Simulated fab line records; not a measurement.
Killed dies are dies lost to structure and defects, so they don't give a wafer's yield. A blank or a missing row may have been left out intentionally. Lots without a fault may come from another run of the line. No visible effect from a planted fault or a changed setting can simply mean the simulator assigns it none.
Which tool did it? ; flow sfq line ; Sampling: 14 lots, 42 wafers, 5 of 325 route steps

== WHAT THE GAUGES SHOWED, per wafer ==
SFQ_M0_RS_MEAS_904: measures by four-point-probe.
lot;measured;on;M0_NB_RS (ohm/sq)
L448;day 5 06:55;film metro-01;0.927 0.928 0.929
L450;day 5 18:56;film metro-04;0.910 0.910 0.905
L451;day 6 02:05;film metro-04;0.902 0.912 0.913
L452;day 6 06:56;film metro-02;0.909 0.909 0.914
L453;day 6 12:53;film metro-01;0.901 0.909 0.902
L454;day 7 01:11;film metro-04;0.908 0.904 0.913
L455;day 7 07:59;film metro-02;0.917 0.904 0.909
L456;day 7 12:43;film metro-01;0.910 0.914 0.912
L458;day 8 01:59;film metro-04;0.920 0.918 0.925
L460;day 8 12:44;film metro-04;0.895 0.909 0.898
L461;day 8 17:31;film metro-01;0.919 0.919 0.916
L464;day 9 07:58;film metro-04;0.908 0.906 0.906
L467;day 10 07:56;film metro-04;0.761 0.757 0.760
L468;day 10 13:46;film metro-01;0.753 0.761 0.752

SFQ_I3_OVL_MEAS_923.
lot;measured;on;I3_OVL (nm)
L448;day 27 17:36;overlay-02;4 2 2
L450;day 28 15:56;overlay-01;0 -4 -1
L451;day 34 02:56;overlay-01;-1 -1 5
L452;day 34 12:53;overlay-01;-3 4 -7
L453;day 35 01:07;overlay-01;-8 -9 -5
L454;day 35 16:37;overlay-02;1 -2 -1
L455;day 36 05:56;overlay-02;-18 -10 -8
L456;day 36 15:35;overlay-02;-1 -4 1
L458;day 37 20:33;overlay-01;1 -3 8
L460;day 38 19:15;overlay-02;-4 1 0
L461;day 39 00:03;overlay-02;-7 -4 -8
L464;day 40 02:04;overlay-01;-6 3 -2
L467;day 41 01:35;overlay-02;-8 -4 4
L468;day 41 11:18;overlay-01;9 -7 2

== EACH LOT AND THE TOOL THAT RAN IT (in order: tool; ch and the chambers of the sampled wafers; start) ==
lot;SFQ_TRILAYER_M0_DEP_SPUTTER_019;SFQ_TRILAYER_M0_ETCH_METAL_ETCH_024;SFQ_TRILAYER_M1_BARC_OPEN_METAL_ETCH_054
L448;pvd sputter-05, day 5 06:48;rie metal-02 ch 0,1, day 8 14:12;rie metal-04 ch 0,1, day 17 04:14
L450;pvd sputter-04, day 5 18:48;rie metal-04 ch 0,1, day 9 03:29;rie metal-01 ch 0,1, day 18 00:39
L451;pvd sputter-03, day 6 02:00;rie metal-04 ch 0,1, day 9 09:25;rie metal-03 ch 0,1, day 18 06:38
L452;pvd sputter-05, day 6 06:49;rie metal-04 ch 0,1, day 9 17:48;rie metal-03 ch 0,1, day 18 18:38
L453;pvd sputter-03, day 6 12:48;rie metal-02 ch 0,1, day 10 04:25;rie metal-04 ch 0,1, day 19 07:50
L454;pvd sputter-05, day 7 01:05;rie metal-02 ch 0,1, day 10 16:24;rie metal-03 ch 0,1, day 20 03:02
L455;pvd sputter-05, day 7 07:50;rie metal-02 ch 0,1, day 10 23:39;rie metal-04 ch 0,1, day 20 17:27
L456;pvd sputter-05, day 7 12:38;rie metal-01 ch 0,1, day 11 05:36;rie metal-01 ch 0,1, day 21 05:37
L458;pvd sputter-03, day 8 01:51;rie metal-01 ch 0,1, day 11 18:51;rie metal-03 ch 0,1, day 22 22:05
L460;pvd sputter-04, day 8 12:38;rie metal-02 ch 0,1, day 12 08:00;rie metal-03 ch 0,1, day 23 13:45
L461;pvd sputter-04, day 8 17:26;rie metal-02 ch 0,1, day 12 15:12;rie metal-01 ch 0,1, day 23 18:28
L464;pvd sputter-03, day 9 07:50;rie metal-01 ch 0,1, day 13 03:15;rie metal-01 ch 0,1, day 24 15:55
L467;pvd sputter-03, day 10 07:50;rie metal-02 ch 0,1, day 14 06:51;rie metal-03 ch 0,1, day 26 00:16
L468;pvd sputter-03, day 10 13:38;rie metal-04 ch 0,1, day 14 11:53;rie metal-04 ch 0,1, day 26 06:17
- SFQ_TRILAYER_M0_DEP_SPUTTER_019: material Nb, target thk 200 nm, time 133.3 s.
- SFQ_TRILAYER_M0_ETCH_METAL_ETCH_024: etches Nb in Cl2/Ar, stops on SiO2, target depth 240 nm, time 120 s.
- SFQ_TRILAYER_M1_BARC_OPEN_METAL_ETCH_054: etches BARC in O2, target depth 125 nm, time 41.7 s.

== AS READ BY THE TOOLS THEMSELVES (means over the sampled wafers that have a number; for cases with no such wafer, the mark the record gives instead) ==
SFQ_TRILAYER_M0_DEP_SPUTTER_019.
lot;tool;throttle valve pct (%)
L448;pvd sputter-05;29.2
L450;pvd sputter-04;30.9
L451;pvd sputter-03;29.9
L452;pvd sputter-05;29.6
L453;pvd sputter-03;29.1
L454;pvd sputter-05;29.4
L455;pvd sputter-05;30.1
L456;pvd sputter-05;30.1
L458;pvd sputter-03;30.1
L460;pvd sputter-04;29.9
L461;pvd sputter-04;30.8
L464;pvd sputter-03;30.7
L467;pvd sputter-03;29.7
L468;pvd sputter-03;30.1

SFQ_TRILAYER_M0_ETCH_METAL_ETCH_024.
lot;tool;drypump motor current A (A);oes product au (a.u.)
L448;rie metal-02;5.27;0.881
L450;rie metal-04;5.32;0.885
L451;rie metal-04;5.17;0.883
L452;rie metal-04;5.32;0.884
L453;rie metal-02;5.28;0.888
L454;rie metal-02;5.28;0.883
L455;rie metal-02;5.28;0.879
L456;rie metal-01;5.34;0.886
L458;rie metal-01;5.34;0.875
L460;rie metal-02;5.28;0.892
L461;rie metal-02;5.28;0.883
L464;rie metal-01;5.32;0.887
L467;rie metal-02;5.30;0.978
L468;rie metal-04;5.19;0.982

SFQ_TRILAYER_M1_BARC_OPEN_METAL_ETCH_054.
lot;tool;drypump motor current A (A);oes product au (a.u.)
L448;rie metal-04;5.3;0.686
L450;rie metal-01;5.5;0.681
L451;rie metal-03;5.1;0.684
L452;rie metal-03;5.4;0.686
L453;rie metal-04;5.2;0.685
L454;rie metal-03;5.1;0.689
L455;rie metal-04;5.3;0.690
L456;rie metal-01;5.3;0.684
L458;rie metal-03;5.4;0.689
L460;rie metal-03;5.1;0.687
L461;rie metal-01;5.3;0.683
L464;rie metal-01;5.5;0.687
L467;rie metal-03;5.4;0.682
L468;rie metal-04;5.3;0.689

== THE ANSWER, worked out from the rows above alone ==
Rule: the usual values come from the lots themselves. The widest of any qualifying gaps counts: lots, ordered by their means at a reading, are off when they make up no more than a third of the lots, leave a main group of 4 or more, and stand apart from it by 3 or more times the standard deviation of that group's means. A main group is skipped when, at the precision printed for the reading in the tables above, its means are all equal. Also off: a lot with no number at a reading for which 4 or more lots have one. All remaining lots with rows at the step are treated as sound. After the gauges, taken in route order, come the tools' own readings; for these a lot's mean is taken, as printed above. The first step at which some lot is off is used, and at that step the reading that is off furthest; a lot without a number counts as furthest.
Off: at SFQ_M0_RS_MEAS_904 (M0_NB_RS), L467, L468. The main group has a mean of 0.911 ohm/sq with a standard deviation of 0.0073.
If a tool, at a process step before that reading, ran all the lots that are off and no sound lot after the first of them, it fits. The gauges at SFQ_M0_RS_MEAS_904 aren't tried: what is off there is off at SFQ_TRILAYER_M0_ETCH_METAL_ETCH_024 too, on other tools, and a gauge's error can't cause that. One candidate fits, namely pvd sputter-03 at SFQ_TRILAYER_M0_DEP_SPUTTER_019. Its last sound lot is L464 (day 9 07:50), its first lot that is off L467 (day 10 07:50): a fault that began between those two fits.

== WHAT WAS PUT IN BY THE SIMULATOR ==
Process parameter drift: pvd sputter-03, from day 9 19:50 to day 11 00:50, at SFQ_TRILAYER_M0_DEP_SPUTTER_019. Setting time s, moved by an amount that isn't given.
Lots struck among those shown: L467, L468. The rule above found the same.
